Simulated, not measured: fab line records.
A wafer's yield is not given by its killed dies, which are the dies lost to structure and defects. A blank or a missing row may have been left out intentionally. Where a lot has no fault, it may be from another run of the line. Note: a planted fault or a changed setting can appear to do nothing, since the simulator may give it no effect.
Struck lot and sound lot, side by side / flow gf180mcu / 20 steps out of a route of 602
Sound: wafers L942.4, L942.5, L942.6. Struck: wafers L952.1, L952.3, L952.6. The cause comes at the end.
Order at every step that has rows: each side's tool, ch and its chambers, its first start. Under that, the readings that differ: sound wafers / struck wafers / difference of the means / sigmas: that difference in standard deviations of wafers without a fault.
alike: words and numbers the same on both sides, and readings whose means are apart by under 2 such deviations; not compared: readings that were withheld, readings missing a value for some wafer, numbers with overlapping values and no deviation given by the record, and bounds like >300 which may hide the same value.
A row with sigmas, a row that says differs or no value, or rows on one side alone: a step with any of these is where the two part. When numbers do not overlap yet have no deviation, they are printed without sigmas and do not part them. A reading that every wafer of one side lacks parts them only if that side has two wafers or more.

first, 1 step without rows for these wafers: GF_V4_CVD_00 (deposits SiO2, target thk 600 nm, time 100 s).
GF_V4_THK_MEAS_01:
  sound on film_metro-02 at day 23 23:17; struck on film_metro-04 at day 27 10:35
  alike: V4_CVD_00_THK
GF_V4_CVD_02: deposits SiO2 from TEOS, target thk 850 nm, time 94.851 s.
  sound on pecvd-02 ch 0,1,2, day 23 23:21; struck on pecvd-01 ch 0,2, day 27 10:38
  alike: heater_power_w, susceptor_temp_C
GF_V4_THK_MEAS_03:
  sound on film_metro-04 at day 23 23:25; struck on film_metro-02 at day 27 10:43
reading=V4_CVD_02_THK (nm); sound=874 873 882; struck=849 841 847; difference=-31; sigmas=-3
GF_V4_CMP_04: polishes SiO2.
  sound on cmp-02 ch 1,2, day 23 23:27; struck on cmp-02 ch 0,2,3, day 27 10:49
  alike: motor_current_A, time_to_endpoint_s
GF_V4_BOW_MEAS_05:
  sound on film_metro-04 at day 23 23:49; struck on film_metro-02 at day 27 11:04
  alike: V4_BOW
then, 6 steps without rows for these wafers: GF_V4_DEHYDRATE_06 (time 60 s); GF_V4_HMDS_07 (prime time 60 s); GF_V4_COAT_08; GF_V4_COAT_09 (resist thk 1000 nm); GF_V4_SOFTBAKE_10 (time 60 s); GF_V4_EXPOSE_11 (exposes mask Via4, target cd 260 nm).
GF_V4_PEB_12: peb time 90 s.
  sound on litho_track-01 ch 0, day 24 21:27; struck on litho_track-02 ch 0, day 28 06:46
reading=heater_power_total_W (W); sound=85.64 85.61 85.70; struck=98.25 98.44 98.20; difference=+12.65; sigmas=+99 or more
then, 1 step without rows for these wafers: GF_V4_DEVELOP_13 (develop time 60 s).
GF_V4_CD_MEAS_14 targets a cd of 260 nm.
  sound on cd_sem-02 at day 24 21:46; struck on cd_sem-01 at day 28 07:07
reading=cd_nm (nm); sound=259.5 258.1 258.6; struck=247.7 248.2 246.5; difference=-11.3; sigmas=-9
GF_V4_OVL_MEAS_15:
  sound on overlay-02 at day 24 21:50; struck on overlay-01 at day 28 07:14
  alike: V4_OVL
GF_V4_ETCH_16: etches BARC in N2/H2.
  sound on rie_diel-01 ch 0,1, day 24 21:52; struck on rie_diel-01 ch 1,2, day 28 07:16
reading=model.V4.cd_nm (nm); sound=258.5 257.8 259.7; struck=249.2 249.6 247.9; difference=-9.8; sigmas=
  alike: chamber_pressure_mTorr, drypump_motor_current_A, oes_product_au, throttle_valve_pct
GF_V4_ETCH_17: etches SiO2 in C4F8/O2/Ar, stops on TiN, target depth 630 nm.
  sound: rie_diel-01 ch 0,1; struck: rie_diel-01 ch 1,2
reading=model.V4.cd_nm (nm); sound=258.9 258.2 259.2; struck=248.8 250.2 247.4; difference=-10.0; sigmas=
  alike: chamber_pressure_mTorr, oes_product_au
GF_V4_STRIP_18: strips in O2/N2.
  sound on plasma_asher-03 ch 0,1, day 24 22:01; struck on plasma_asher-02 ch 0, day 28 07:24
reading=heater_power_w (W); sound=314 314 295; struck=270 259 266; difference=-43; sigmas=-2
  alike: chamber_pressure_mTorr, drypump_motor_current_A, oes_product_au
  not compared: rf_hours_counter_h
then, 1 step without rows for these wafers: GF_PASSIVATION_PROBE_99.

WHERE THEY PART
At GF_V4_THK_MEAS_03 first; at GF_V4_STRIP_18 last (within this record only).

WHY: whatever the simulator had introduced
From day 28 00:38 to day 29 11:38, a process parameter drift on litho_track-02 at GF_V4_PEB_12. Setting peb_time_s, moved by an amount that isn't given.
